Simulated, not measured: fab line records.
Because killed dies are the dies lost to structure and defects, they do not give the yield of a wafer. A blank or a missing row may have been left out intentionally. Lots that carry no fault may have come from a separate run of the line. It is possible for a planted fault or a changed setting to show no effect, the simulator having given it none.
fab line records | flow sky130
[record] lots = 9 wafers = 27 last_day = 50
route steps=708 shown LOCAL_INTERCONNECT@387 CONTACT@407 METAL1@452 VIA1@473 PAD_OPEN@708
lots untouched by any fault: they come from a run of this same line in which no faults occurred
start_h: hours from the record's opening day to when the first of the lot's shown wafers began | wait_h: how many hours have passed since the lot's step before this one | " identical to the entry in the row above | L1.1+2: one row covering several wafers at once | - no value present, or no start provided | * or withheld: withheld | < > ~ a bound
route shown NAME@n: names a module that has steps shown in the file, with the first one's number in the route | usual: mean/standard deviation taken from wafers without a fault | same: alike in all rows | chamber/n: place in a boat | sites: the reading at each site | _std_site: how widely they spread, as a standard deviation | _edge_site: mean of outer sites minus mean of inner sites | radius_mm: for every site, how far away it sits from the centre of the wafer | mask NAME#n: copy n | behind: the most recent tool/chamber to have shaped the wafer | hold: cause of the lot's hold/its duration in hours/its outcome | device: the transistor (n, p or np) that didn't switch | end of line: tests run on the same wafers once the route is complete | step lacking rows: just its recipe | killed: at the first sort, the dies lost to defects and structure; wafer yield is something else | map: a wafer's dies, marking killed ones x, the rest . and places with no die _
set.NAME: the setting as run; set.NAME@STEP: as run at that earlier step | model.NAME: the simulator's own value behind a step, which no gauge read
route steps across a sampled set of lots; one table per step, one row per wafer
services: a tool's chamber out of use, with start hour (start_h, from the record's first day; less than 0 if before it), hours out, and reason
[[steps]]
[step SKY_LOCAL_INTERCONNECT_SPUTTER_00]
[recipe] material = TiN target_thk_nm = 100 temp_c = 300 power_w = 6500 time_s = 83.3 chamber_pressure_pa = 0.4
[usual] throttle_valve_pct = 29.9/1.2
// columns lot.wafer tool chamber start_h wait_h throttle_valve_pct
L502.2 pvd_sputter-04 - 715.15 0.2 32.2
L502.3 " - " " 30.6
L502.5 " - " " 28.7
L500.2 pvd_sputter-01 - 716.10 0.2 29.0
L500.4 " - " " 30.1
L500.6 " - " " 28.7
L505.1 pvd_sputter-01 - 750.73 0.1 30.0
L505.4 " - " " 29.3
L505.6 " - " " 29.1
L509.1 pvd_sputter-02 - 786.37 0.2 31.6
L509.4 " - " " 29.5
L509.5 " - " " 29.2
L512.1 pvd_sputter-04 - 799.34 0.1 31.9
L512.2 " - " " 30.3
L512.5 " - " " 30.2
L513.1 pvd_sputter-02 - 799.47 0.1 29.8
L513.2 " - " " 31.1
L513.5 " - " " 29.3
L511.1 pvd_sputter-04 - 802.39 0.1 28.7
L511.3 " - " " 29.0
L511.5 " - " " 30.5
L519.3 pvd_sputter-01 - 842.04 0.2 29.3
L519.5 " - " " 28.3
L519.6 " - " " 29.1
L520.2 pvd_sputter-04 - 844.24 0.2 32.1
L520.4 " - " " 28.8
L520.6 " - " " 28.8
[step SKY_CONTACT_THK_MEAS_01]
[recipe] reads = Si3N4_of_CONTACT_CVD_00
[usual] CONTACT_CVD_00_THK = 75.3/0.91
// columns lot.wafer tool chamber start_h wait_h CONTACT_CVD_00_THK[nm]
L502.2 film_metro-03 - 743.23 - 75.6
L502.3 " - " " 75.1
L502.5 " - " " 75.7
L500.2 film_metro-01 - 743.67 - 74.8
L500.4 " - " " 77.1
L500.6 " - " " 76.1
L505.1 film_metro-02 - 779.24 - 75.3
L505.4 " - " " 77.4
L505.6 " - " " 76.5
L509.1 film_metro-01 - 813.20 - 75.4
L509.4 " - " " 75.4
L509.5 " - " " 76.1
L512.1 film_metro-03 - 833.59 - 74.9
L512.2 " - " " 75.4
L512.5 " - " " 76.9
L513.1 film_metro-01 - 833.73 - 74.2
L513.2 " - " " 74.8
L513.5 " - " " 76.4
L511.1 film_metro-01 - 834.56 - 75.1
L511.3 " - " " 74.5
L511.5 " - " " 75.0
L519.3 film_metro-03 - 868.93 - 75.6
L519.5 " - " " 76.6
L519.6 " - " " 75.8
L520.2 film_metro-02 - 871.33 - 73.8
L520.4 " - " " 75.0
L520.6 " - " " 76.6
[step SKY_METAL1_ETCH_18]
[recipe] chemistry = N2/H2 target = BARC ion_energy_ev = 200 bias_w = 100 pressure_mtorr = 30 n2_flow_sccm = 100 h2_flow_sccm = 200 icp_w = 500 stop_on = SiO2 time_s = 45.9 target_depth_a = 600
[usual] bias_w = 100.07/0.27 chamber_pressure_mTorr = 30.000/0.029 drypump_motor_current_A = 5.90/0.22 oes_product_au = 0.855/0.0049 throttle_valve_pct = 13.225/0.0084
// columns lot.wafer tool chamber start_h wait_h bias_w chamber_pressure_mTorr drypump_motor_current_A oes_product_au rf_hours_counter_h throttle_valve_pct
L502.2 rie_metal-03 1 798.90 0.0 100.31 30.010 6.00 0.854 10 13.232
L502.3 " 1 " " 100.24 30.005 6.00 0.844 - 13.216
L502.5 " 0 " " 100.01 29.950 5.52 0.853 - 13.218
L500.2 rie_metal-02 1 799.16 0.0 99.80 29.999 6.05 0.855 8 13.222
L500.4 " 0 " " 100.83 30.018 5.88 0.852 - 13.243
L500.6 " 1 " " 99.90 29.958 6.08 0.849 - 13.220
L505.1 rie_metal-01 1 834.81 0.0 100.08 30.012 5.97 0.843 14 13.230
L505.4 " 0 " " 99.98 30.014 6.30 0.850 - 13.222
L505.6 " 0 " " 100.22 29.957 6.29 0.859 - 13.241
L509.1 rie_metal-02 0 866.91 0.0 - - - - - -
L509.4 " 1 " " - - - - - -
L509.5 " 1 " " - - - - - -
L512.1 rie_metal-02 1 888.01 0.0 - - - - - -
L512.2 " 0 " " - - - - - -
L512.5 " 0 " " - - - - - -
L513.1 rie_metal-03 1 888.02 0.0 100.31 29.971 5.98 0.856 14 13.212
L513.2 " 0 " " 99.65 30.005 5.50 0.863 15 13.215
L513.5 " 1 " " 100.15 30.029 6.00 0.853 - 13.218
L511.1 rie_metal-02 1 888.66 0.0 100.33 30.047 6.08 0.860 11 13.220
L511.3 " 1 " " 100.28 29.983 6.09 0.850 - 13.231
L511.5 " 1 " " 100.44 30.024 6.03 0.852 - 13.231
L519.3 rie_metal-02 0 921.39 0.0 99.70 30.011 5.88 0.851 - 13.236
L519.5 " 0 " " 100.12 29.975 5.86 0.850 - 13.233
L519.6 " 1 " " 100.53 29.987 6.01 0.853 - 13.228
L520.2 rie_metal-02 1 923.60 0.0 99.88 29.963 6.09 0.847 12 13.212
L520.4 " 1 " " 99.58 29.954 6.03 0.849 - 13.239
L520.6 " 1 " " 99.83 29.990 6.08 0.849 - 13.241
[step SKY_METAL1_METAL_ETCH_19]
[recipe] target_depth_a = 3600 stop_on = SiO2 over_etch_frac = 0.3 time_s = 78 chemistry = Cl2/BCl3 resist_sidewall_deg = 88 pressure_mtorr = 10 icp_w = 900 bias_w = 48.5 Cl2_flow_sccm = 60 bcl3_flow_sccm = 30
[usual] bcl3_flow_sccm = 29.99/0.095 bias_w = 48.50/0.12 chamber_pressure_mTorr = 10.000/0.0087 drypump_motor_current_A = 5.90/0.22 oes_product_au = 0.857/0.0053 throttle_valve_pct = 22.264/0.0084
// columns lot.wafer tool chamber start_h wait_h bcl3_flow_sccm bias_w chamber_pressure_mTorr drypump_motor_current_A oes_product_au rf_hours_counter_h throttle_valve_pct
L502.2 rie_metal-03 1 798.96 0.0 30.07 48.50 9.996 5.99 0.860 10 22.266
L502.3 " 1 " " 30.13 48.64 10.001 5.99 0.850 - 22.264
L502.5 " 0 " " 30.18 48.40 9.998 5.51 0.861 - 22.284
L500.2 rie_metal-02 1 799.22 0.0 30.10 48.55 10.004 6.06 0.852 8 22.252
L500.4 " 0 " " 29.93 48.79 10.027 5.85 0.853 - 22.251
L500.6 " 1 " " 30.08 48.47 9.986 6.06 0.850 - 22.257
L505.1 rie_metal-01 1 834.87 0.0 30.02 48.43 9.987 5.96 0.863 14 22.258
L505.4 " 0 " " 29.96 48.51 9.984 6.29 0.853 - 22.266
L505.6 " 0 " " 29.95 48.50 9.979 6.27 0.854 - 22.279
L509.1 rie_metal-02 0 866.97 0.0 30.06 48.43 10.012 5.86 0.376 6 22.244
L509.4 " 1 " " 30.01 48.70 9.998 6.11 0.378 - 22.247
L509.5 " 1 " " 29.88 48.50 10.006 6.04 0.378 - 22.268
L512.1 rie_metal-02 1 888.07 0.0 30.12 48.33 9.997 6.03 0.372 11 22.263
L512.2 " 0 " " 30.08 48.43 10.008 5.84 0.379 6 22.268
L512.5 " 0 " " 30.10 48.46 9.997 5.86 0.368 - 22.266
L513.1 rie_metal-03 1 888.08 0.0 30.09 48.65 9.989 5.99 0.854 14 22.270
L513.2 " 0 " " 29.95 48.49 10.011 5.51 0.862 15 22.276
L513.5 " 1 " " 29.84 48.51 10.006 5.98 0.870 - 22.282
L511.1 rie_metal-02 1 888.72 0.0 30.05 48.47 9.991 6.08 0.856 11 22.263
L511.3 " 1 " " 30.07 48.41 10.004 6.06 0.858 - 22.268
L511.5 " 1 " " 30.10 48.58 9.992 6.11 0.861 - 22.267
L519.3 rie_metal-02 0 921.46 0.1 30.03 48.54 10.002 5.87 0.854 - 22.269
L519.5 " 0 " " 30.04 48.32 9.992 5.88 0.853 - 22.277
L519.6 " 1 " " 30.06 48.75 10.011 6.05 0.866 - 22.252
L520.2 rie_metal-02 1 923.66 0.0 29.90 48.46 9.991 6.06 0.859 12 22.271
L520.4 " 1 " " 29.96 48.44 9.997 6.09 0.862 - 22.276
L520.6 " 1 " " 30.00 48.70 10.007 6.07 0.856 - 22.258
[step SKY_METAL1_STRIP_20]
[recipe] chemistry = O2/N2 power_w = 1400 pressure_mtorr = 1500 platen_temp_c = withheld o2_flow_sccm = 3000 n2_flow_sccm = 300 overash_fraction = 0.5
[usual] chamber_pressure_mTorr = 1500.1/1.4 drypump_motor_current_A = 5.8/0.32 oes_product_au = 0.343/0.0057 strip_time_to_endpoint_s = 2.70/0.064
// columns lot.wafer tool chamber start_h wait_h chamber_pressure_mTorr drypump_motor_current_A oes_product_au rf_hours_counter_h strip_time_to_endpoint_s
L502.2 plasma_asher-02 1 799.05 0.1 1499.6 6.2 0.338 99 2.70
L502.3 " 1 " " 1501.1 6.2 0.349 - 2.69
L502.5 " 0 " " 1498.4 5.3 0.335 - 2.63
L500.2 plasma_asher-04 1 799.31 0.1 1501.1 6.0 0.346 5 2.75
L500.4 " 1 " " 1502.1 6.0 0.339 - 2.75
L500.6 " 0 " " 1500.0 5.6 0.340 - 2.73
L505.1 plasma_asher-02 1 834.96 0.1 1500.6 6.2 0.339 102 2.63
L505.4 " 0 " " 1499.4 5.4 0.341 - 2.63
L505.6 " 0 " " 1498.8 5.3 0.346 - 2.64
L509.1 plasma_asher-02 1 867.06 0.1 1499.3 6.2 0.367 105 3.19
L509.4 " 1 " " 1500.5 6.2 0.366 - 3.22
L509.5 " 1 " " 1501.0 6.1 0.360 - 3.21
L512.1 plasma_asher-04 1 888.16 0.1 1500.1 6.0 0.361 14 3.22
L512.2 " 0 " " 1500.8 5.6 0.357 14 3.16
L512.5 " 1 " " 1501.7 6.0 0.368 - 3.18
L513.1 plasma_asher-01 0 888.17 0.1 1502.2 5.9 0.346 46 2.72
L513.2 " 1 " " 1498.3 5.7 0.338 46 2.62
L513.5 " 0 " " 1501.6 5.9 0.348 - 2.73
L511.1 plasma_asher-02 1 888.81 0.1 1496.4 6.2 0.343 107 2.77
L511.3 " 0 " " 1500.5 5.3 0.343 - 2.77
L511.5 " 1 " " 1500.2 6.2 0.355 - 2.77
L519.3 plasma_asher-02 1 921.56 0.1 1501.5 6.2 0.346 - 2.72
L519.5 " 1 " " 1498.5 6.2 0.354 - 2.69
L519.6 " 0 " " 1501.9 5.3 0.338 - 2.80
L520.2 plasma_asher-04 0 923.75 0.1 1498.7 5.6 0.355 18 2.75
L520.4 " 0 " " 1500.9 5.6 0.351 - 2.79
L520.6 " 0 " " 1503.5 5.6 0.347 - 2.74
[step SKY_VIA1_ETCH_15]
[recipe] target = SiO2 chemistry = C4F8/O2/Ar target_depth_nm = 351 stop_on = TiN mask_material = KrF-thick source_w = 1500 bias_w = 1200 pressure_mtorr = 40 c4f8_flow_sccm = withheld O2_flow_sccm = 6 Ar_flow_sccm = 300 time_s = 54
[usual] bias_w = 1200/3.5 chamber_pressure_mTorr = 40.00/0.035 oes_product_au = 0.979/0.0063
// columns lot.wafer tool chamber start_h wait_h bias_w chamber_pressure_mTorr oes_product_au rf_hours_counter_h
L502.2 rie_diel-03 3 837.51 0.0 1196 39.96 0.991 17
L502.3 " 0 " " 1199 39.95 0.986 24
L502.5 " 2 " " 1198 40.01 0.974 -
L500.2 rie_diel-04 0 837.62 0.0 1200 40.02 0.989 7
L500.4 " 1 " " 1201 40.02 0.983 11
L500.6 " 0 " " 1200 40.01 0.985 -
L505.1 rie_diel-03 2 862.71 0.0 1202 39.96 0.983 14
L505.4 " 2 " " 1199 40.01 0.980 -
L505.6 " 1 " " 1205 39.99 0.976 -
L513.1 rie_diel-03 0 914.56 0.0 1209 39.93 0.976 2
L513.2 " 3 " " 1199 39.95 0.991 20
L513.5 " 1 " " 1202 39.99 0.968 -
L511.1 rie_diel-04 2 914.97 0.0 1199 40.00 0.974 6
L511.3 " 0 " " 1202 40.05 0.984 9
L511.5 " 0 " " 1204 40.00 0.981 -
L519.3 rie_diel-03 1 947.67 0.0 1197 40.02 0.982 1
L519.5 " 2 " " 1203 40.00 0.973 -
L519.6 " 1 " " 1198 40.06 0.980 -
L520.2 rie_diel-01 1 949.12 0.0 1196 39.96 0.988 15
L520.4 " 0 " " 1200 39.98 0.971 24
L520.6 " 3 " " 1205 39.99 0.964 -
[step SKY_PAD_OPEN_PROBE_99]
[usual] defect_limited_yield = 83.0/1.8 killed_at_M0_to_M3 = 42/6.6 killed_at_M4_up = 3.0/1.7 killed_at_contacts = 24/5.3 killed_at_front_end = 15/4.5 killed_at_other = 0.2/0.49 killed_dies = 83/9 killed_on_rim = 16/4 killed_open = 45/6.9 killed_short = 38/5.8 sort_bin_3_pad_short = 0.8/0.4 sort_bin_5_function = 10.0/1.5 sort_bin_6_memory = 6.1/1.1 sort_n_pass = 409/9 sort_yield_pct = 83.0/1.8
[same] gross_dies = 492 killed_at_back_side = 0 sort_bin_4_leakage[%] = 0 sort_bin_8_speed[%] = 0
// columns lot.wafer tool chamber start_h wait_h defect_limited_yield[%] killed_at_M0_to_M3 killed_at_M4_up killed_at_contacts killed_at_front_end killed_at_other killed_dies killed_on_rim killed_open killed_short sort_bin_3_pad_short[%] sort_bin_5_function[%] sort_bin_6_memory[%] sort_n_pass sort_yield_pct[%]
L509.1 prober-01 - 1156.88 0.1 0 437 5 28 22 0 492 96 50 49 0.4 91.1 8.5 0 0
L509.4 prober-01 - 1157.03 0.2 0 454 5 24 9 0 492 96 36 37 0.6 94.7 4.7 0 0
L509.5 prober-01 - 1157.08 0.2 0 439 4 28 21 0 492 96 57 39 0.4 93.5 6.1 0 0
L512.1 prober-02 - 1168.09 0.1 0 457 5 20 10 0 492 96 47 40 1.2 91.9 6.9 0 0
L512.2 prober-02 - 1168.14 0.1 0 445 4 26 16 1 492 96 47 41 0.8 91.5 7.7 0 0
L512.5 prober-02 - 1168.29 0.2 0 455 5 18 14 0 492 96 46 48 0.6 92.5 6.9 0 0
L511.1 prober-02 - 1171.08 0.1 82.9 46 2 24 12 0 84 15 49 35 0.4 10.6 6.1 408 82.9
L511.3 prober-02 - 1171.18 0.2 85.0 34 5 18 17 0 74 13 33 41 1.0 8.3 5.7 418 85.0
L511.5 prober-02 - 1171.28 0.2 82.9 39 4 30 11 0 84 20 38 46 0.6 9.6 6.9 408 82.9
// killed by level:class
L509.1 METAL1:area_etch=392 VIA1:geometric_particle:open=12 CONTACT:geometric_particle:open=11 VIA1:geometric_particle:short=8 POLY_GATE:geometric_particle:open=7 VIA3:geometric_particle:open=7 POLY_GATE:geometric_particle:short=6 FIELD_ISO:geometric_particle:short=5
L509.4 METAL1:area_etch=419 CONTACT:geometric_particle:open=9 VIA1:geometric_particle:open=7 LI_CONTACT:geometric_particle:open=6 CONTACT:geometric_particle:short=5 VIA1:geometric_particle:short=5 VIA3:geometric_particle:open=5 METAL4:geometric_particle:short=5
L509.5 METAL1:area_etch=396 VIA1:geometric_particle:open=16 CONTACT:geometric_particle:open=13 METAL2:geometric_particle:short=8 LI_CONTACT:geometric_particle:open=8 FIELD_ISO:geometric_particle:short=7 POLY_GATE:geometric_particle:open=6 POLY_GATE:geometric_particle:short=5
L512.1 METAL1:area_etch=403 METAL2:geometric_particle:short=12 VIA1:geometric_particle:open=10 CONTACT:geometric_particle:open=8 VIA2:geometric_particle:open=6 LI_CONTACT:geometric_particle:open=5 METAL1:geometric_particle:short=5 VIA3:geometric_particle:open=5
L512.2 METAL1:area_etch=402 VIA1:geometric_particle:open=11 LI_CONTACT:geometric_particle:open=9 CONTACT:geometric_particle:open=9 METAL2:geometric_particle:short=7 POLY_GATE:geometric_particle:short=5 VIA2:geometric_particle:open=5 VIA3:geometric_particle:open=5
L512.5 METAL1:area_etch=398 VIA1:geometric_particle:open=12 VIA1:geometric_particle:short=9 VIA3:geometric_particle:open=8 METAL1:geometric_particle:short=6 VIA2:geometric_particle:open=6 FIELD_ISO:geometric_particle:short=5 CONTACT:geometric_particle:open=5
L511.1 CONTACT:geometric_particle:open=13 VIA1:geometric_particle:open=12 METAL2:geometric_particle:short=6 VIA2:geometric_particle:open=5 METAL1:geometric_particle:short=5 LI_CONTACT:geometric_particle:open=4 LOCAL_INTERCONNECT:geometric_particle:short=4 VIA3:geometric_particle:open=4
L511.3 METAL2:geometric_particle:short=9 POLY_GATE:geometric_particle:short=5 LOCAL_INTERCONNECT:geometric_particle:short=5 CONTACT:geometric_particle:open=5 VIA3:geometric_particle:open=5 POLY_GATE:geometric_particle:open=4 LI_CONTACT:geometric_particle:open=4 METAL1:geometric_particle:short=4
L511.5 LI_CONTACT:geometric_particle:short=9 LI_CONTACT:geometric_particle:open=8 VIA1:geometric_particle:open=7 VIA2:geometric_particle:open=6 METAL3:geometric_particle:short=6 METAL1:geometric_particle:short=5 CONTACT:geometric_particle:open=5 POLY_GATE:geometric_particle:short=4
[[services]]
// columns tool chamber start_h hours kind
rie_metal-01 - 694.26 0.5 repair
rie_metal-01 1 698.17 2.5 repair
rie_metal-01 - 723.76 14.6 pm
plasma_asher-04 - 733.75 9.0 pm
rie_diel-03 3 764.95 37.4 repair
pvd_sputter-01 - 768.33 2.6 repair
rie_diel-03 1 769.41 5.6 repair
pvd_sputter-01 - 772.90 66.7 repair
pvd_sputter-01 - 777.03 4.0 repair
rie_diel-04 2 777.85 16.6 repair
pvd_sputter-01 - 786.09 5.0 repair
rie_diel-03 0 790.03 4.2 repair
rie_diel-03 0 819.31 15.5 repair
rie_diel-04 3 822.01 6.1 repair
pvd_sputter-01 - 824.39 1.0 repair
plasma_asher-02 - 838.66 14.6 pm
rie_diel-03 2 841.98 2.6 repair
pvd_sputter-04 - 845.72 6.7 repair
plasma_asher-04 - 849.67 3.8 repair
rie_metal-02 - 856.19 4.3 pm
plasma_asher-04 - 899.54 2.0 repair
rie_diel-03 - 908.44 2.8 pm
plasma_asher-02 - 913.32 2.1 repair
rie_diel-03 - 933.19 0.7 repair
[[key]]
[first_sign] step = SKY_METAL1_ETCH_18 reading = tool_record direction = missing
[effect] step = SKY_METAL1_METAL_ETCH_19 reading = oes_product_au direction = down sigmas = 91 usual = 0.857 struck = 0.375
[effect] step = SKY_METAL1_STRIP_20 reading = strip_time_to_endpoint_s direction = up sigmas = 7.8 usual = * struck = *
[effect] step = SKY_PAD_OPEN_PROBE_99 reading = killed_at_M0_to_M3 direction = up sigmas = 62 usual = 42 struck = 448
[more_kills_born_at] SKY_METAL1_ETCH_18@rie_metal-02 = 2410
met_at SKY_METAL1_ETCH_18
struck_lots L509,L512
later_rows_left_out L509.1,L509.4,L509.5,L512.1,L512.2,L512.5
not_acting_at SKY_LOCAL_INTERCONNECT_SPUTTER_00,SKY_CONTACT_THK_MEAS_01,SKY_VIA1_ETCH_15
onset_between 799.16 866.91
[fault] kind = skipped_step_whole tool = rie_metal-02 chamber = - onset_h = 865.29 steps = SKY_METAL1_ETCH_18 scope = struck_lots_only
// later_rows_left_out: the simulator's readings of these wafers behind a module that went badly wrong aren't trusted and aren't shown, but for the sort
